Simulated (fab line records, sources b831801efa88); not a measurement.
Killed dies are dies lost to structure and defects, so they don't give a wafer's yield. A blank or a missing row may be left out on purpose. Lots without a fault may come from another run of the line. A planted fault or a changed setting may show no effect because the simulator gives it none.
Tool commonality check | flow gf180mcu | 12 lots, 36 wafers sampled

WHY IT WAS OPENED
At GF_M4_CD_MEAS_14 the reading cd_nm is flagged on 2 of 12 lots. Wafers without a fault read 279.7 nm, standard deviation 1.1.
Rule: a lot is flagged when every wafer of it that has a number lies more than 4 standard deviations from that mean, or none has a number. The other lots count as sound.

lot  | measured     | on        | cd_nm (nm), wafer by wafer | flag
L486 | day 23 20:25 | cd_sem-02 | 280.5 280.8 279.9          |
L488 | day 24 14:51 | cd_sem-01 | 281.9 281.4 280.9          |
L491 | day 25 16:22 | cd_sem-02 | 278.9 279.2 279.3          |
L492 | day 25 19:57 | cd_sem-02 | 278.1 279.3 279.4          |
L494 | day 26 15:07 | cd_sem-01 | 279.0 278.7 278.6          |
L495 | day 26 15:57 | cd_sem-01 | 281.8 280.7 281.1          |
L496 | day 26 21:30 | cd_sem-02 | 279.5 280.0 279.6          |
L498 | day 27 18:55 | cd_sem-01 | 280.6 280.0 281.5          |
L500 | day 28 08:55 | cd_sem-01 | 280.5 280.5 278.6          |
L503 | day 29 02:39 | cd_sem-02 | 279.9 280.2 279.8          |
L508 | day 30 07:25 | cd_sem-01 | 259.4 258.9 258.4          | FLAGGED
L509 | day 30 20:09 | cd_sem-02 | 262.7 261.9 262.2          | FLAGGED
The numbers of the flagged lots are 260.6 nm on average: -19.1 nm against the usual, or -17 standard deviations.

WHICH TOOL RAN EACH LOT
The record holds 2 process steps before the reading, out of a route of 602 steps. In each cell: the tool, then ch and the chambers that the sampled wafers went through, then the start.
lot  | flag    | GF_M4_SPUTTER_00             | GF_M4_EXPOSE_11
L486 |         | pvd_sputter-04, day 22 21:16 | krf_scanner-02 ch 0, day 23 09:40
L488 |         | pvd_sputter-01, day 23 16:58 | krf_scanner-02 ch 0, day 24 04:08
L491 |         | pvd_sputter-01, day 24 19:06 | krf_scanner-01 ch 0, day 25 05:55
L492 |         | pvd_sputter-01, day 24 22:07 | krf_scanner-02 ch 0, day 25 09:31
L494 |         | pvd_sputter-04, day 25 18:10 | krf_scanner-02 ch 0, day 26 04:46
L495 |         | pvd_sputter-02, day 25 18:20 | krf_scanner-01 ch 0, day 26 05:28
L496 |         | pvd_sputter-04, day 26 00:16 | krf_scanner-01 ch 0, day 26 11:39
L498 |         | pvd_sputter-01, day 26 22:11 | krf_scanner-01 ch 0, day 27 09:32
L500 |         | pvd_sputter-01, day 27 13:25 | krf_scanner-02 ch 0, day 27 23:11
L503 |         | pvd_sputter-01, day 28 06:52 | krf_scanner-02 ch 0, day 28 17:03
L508 | FLAGGED | pvd_sputter-04, day 29 12:22 | krf_scanner-02 ch 0, day 29 22:08
L509 | FLAGGED | pvd_sputter-02, day 30 01:49 | krf_scanner-02 ch 0, day 30 11:36
What these steps do:
- GF_M4_SPUTTER_00: material Ti, target thk 37.5 nm, time 150 s.
- GF_M4_EXPOSE_11: exposes mask Metal4, target cd 280 nm.
- GF_M4_CD_MEAS_14: target cd 280 nm.

FLAGGED OVER TOTAL, TOOL BY TOOL (the gauges that took the reading come last)
step             | tool           | lots run | flagged | share of the flagged lots | sound lots run after its first flagged lot
GF_M4_SPUTTER_00 | pvd_sputter-01 | 6        | 0       | none                      | -
GF_M4_SPUTTER_00 | pvd_sputter-02 | 2        | 1       | some                      | 0
GF_M4_SPUTTER_00 | pvd_sputter-04 | 4        | 1       | some                      | 0
GF_M4_EXPOSE_11  | krf_scanner-01 | 4        | 0       | none                      | -
GF_M4_EXPOSE_11  | krf_scanner-02 | 8        | 2       | all                       | 0
GF_M4_CD_MEAS_14 | cd_sem-01      | 6        | 1       | some                      | 0
GF_M4_CD_MEAS_14 | cd_sem-02      | 6        | 1       | some                      | 0

WHAT THE TABLE ALLOWS
1 row of the table ran every flagged lot: krf_scanner-02 at GF_M4_EXPOSE_11.
- krf_scanner-02 at GF_M4_EXPOSE_11: 2 of its 8 lots flagged. Its last sound lot is L503 (day 28 17:03), its first flagged lot L508 (day 29 22:08): a fault that began between those two fits. Its own readings lie more than 4 standard deviations out on every wafer of the flagged lots: exposure_dose_mJ_cm2.
One tool is left: krf_scanner-02 at GF_M4_EXPOSE_11.

WHAT THE SIMULATOR HAD PUT IN
Process parameter drift: krf_scanner-02, from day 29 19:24 on, at GF_M4_EXPOSE_11. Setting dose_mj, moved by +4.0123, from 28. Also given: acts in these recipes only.
Lots struck among those shown: L508, L509. The rule above found the same.
